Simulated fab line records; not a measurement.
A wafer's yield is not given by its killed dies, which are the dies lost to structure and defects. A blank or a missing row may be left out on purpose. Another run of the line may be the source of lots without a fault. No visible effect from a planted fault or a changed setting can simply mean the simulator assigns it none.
Comparing a struck lot with a sound one / flow sky130 / 19 out of 708 route steps
Sound: these wafers, L744.1, L744.3, L744.4. The struck wafers were L752.2, L752.5, L752.6. Last of all comes the cause.
Order at every step that has rows: each side's tool, ch and its chambers, its first start. Under that, the readings that differ: sound wafers / struck wafers / difference of the means / sigmas: that difference in standard deviations of wafers without a fault.
alike: a reading whose means differ by less than 2 such deviations, as well as words and numbers matching on both sides. not compared: withheld readings; readings where some wafer has no value; bounds like >300 that might hide an equal value; numbers whose values overlap and for which the record gives no deviation.
A row with sigmas, a row that says differs or no value, or rows on one side alone: a step with any of these is where the two part. Numbers that don't overlap but have no deviation are shown without sigmas and don't part them. Lack of a reading on every wafer of one side parts them only where that side has two or more wafers.

first, 3 steps without rows for these wafers: SKY_POLY_CUT_EXPOSE_05 (exposes mask NPCM, target cd 270 nm); SKY_POLY_CUT_PEB_06; SKY_POLY_CUT_DEVELOP_07 (develop time 60 s).
SKY_POLY_CUT_CD_MEAS_08 targets a cd of 270 nm.
  sound on cdSem-02 at day 24 16:29; struck on cdSem-01 at day 27 23:40
  alike: cdNm
SKY_POLY_CUT_OVL_MEAS_09:
  sound on overlay-01 at day 24 16:37; struck on overlay-02 at day 27 23:46
  alike: POLY_CUT_OVL
SKY_POLY_CUT_ETCH_10: etches BARC in N2/H2, stops on SiO2, time 45.9 s, target depth 60 nm.
  sound on rieDiel-03 ch 0,1,2, day 24 16:39; struck on rieDiel-03 ch 0,1,2, day 27 23:48
  alike: drypumpMotorCurrentA, h2FlowSccm, n2FlowSccm, oesProductAu, throttleValvePct
  not compared: rfHoursCounterH
SKY_POLY_CUT_ETCH_11: etches Si3N4 in CF4/CH2F2/Ar, stops on poly-Si, time 42.5 s, target depth 60 nm.
  sound on rieDiel-03 ch 0,1,2, day 24 16:41; struck on rieDiel-03 ch 0,1,2, day 27 23:50
  alike: drypumpMotorCurrentA, oesProductAu, throttleValvePct
  not compared: rfHoursCounterH
SKY_POLY_CUT_STRIP_12: strips in O2/N2.
  sound on plasmaAsher-01 ch 0,1, day 24 16:44; struck on plasmaAsher-01 ch 0,1, day 27 23:53
  alike: drypumpMotorCurrentA, n2FlowSccm, oesProductAu, stripTimeToEndpointS
  not compared: rfHoursCounterH
then, 4 steps without rows for these wafers: SKY_SD_P_DEHYDRATE_00 (time 60 s); SKY_SD_P_HMDS_01 (prime time 60 s); SKY_SD_P_COAT_02 (resist thk 1140 nm); SKY_SD_P_SOFTBAKE_03 (time 60 s).
SKY_SD_P_EXPOSE_04: exposes mask PSDM, target cd 380 nm.
  sound on ilineStepper-02 ch 0, day 25 08:32; struck on ilineStepper-01 ch 0, day 28 13:38
reading=model.SD_P.overlayXNm (nm); sound=-0.05453 -0.05453 -0.05453; struck=102 102 102; difference=+102; sigmas=
  alike: mask
then, 2 steps without rows for these wafers: SKY_SD_P_PEB_05; SKY_SD_P_DEVELOP_06 (develop time 60 s).
SKY_SD_P_CD_MEAS_07 targets a cd of 380 nm.
  sound on cdSem-02 at day 25 21:53; struck on cdSem-02 at day 29 03:49
  alike: cdNm
SKY_SD_P_OVL_MEAS_08:
  sound on overlay-02 at day 25 22:00; struck on overlay-01 at day 29 03:55
reading=SD_P_OVL (nm); sound=-2.6 -1.4 0.4; struck=99.8 100.0 99.6; difference=+101.0; sigmas=+63
then, 1 step without rows for these wafers: SKY_SD_P_IMPLANT_09.
-- the record jumps here: 19 days lie between the struck wafers' starts before and after (it left off in module SD_P and takes up again in module PAD_OPEN, whose first step shown is number 708 of the route) --
SKY_PAD_OPEN_PROBE_99:
  sound on prober-02 at day 46 06:07; struck on prober-02 at day 48 12:39
  alike: killed_at_M0_to_M3, killed_at_M4_up, killedAtContacts, killedAtFrontEnd, killedAtOther, killedDies, killedOpen, killedShort

## WHERE THEY PART
Within this record, at SKY_SD_P_OVL_MEAS_08 only. Later steps at which nothing parts them and some readings are alike: SKY_PAD_OPEN_PROBE_99.

WHY: what the simulator had put in
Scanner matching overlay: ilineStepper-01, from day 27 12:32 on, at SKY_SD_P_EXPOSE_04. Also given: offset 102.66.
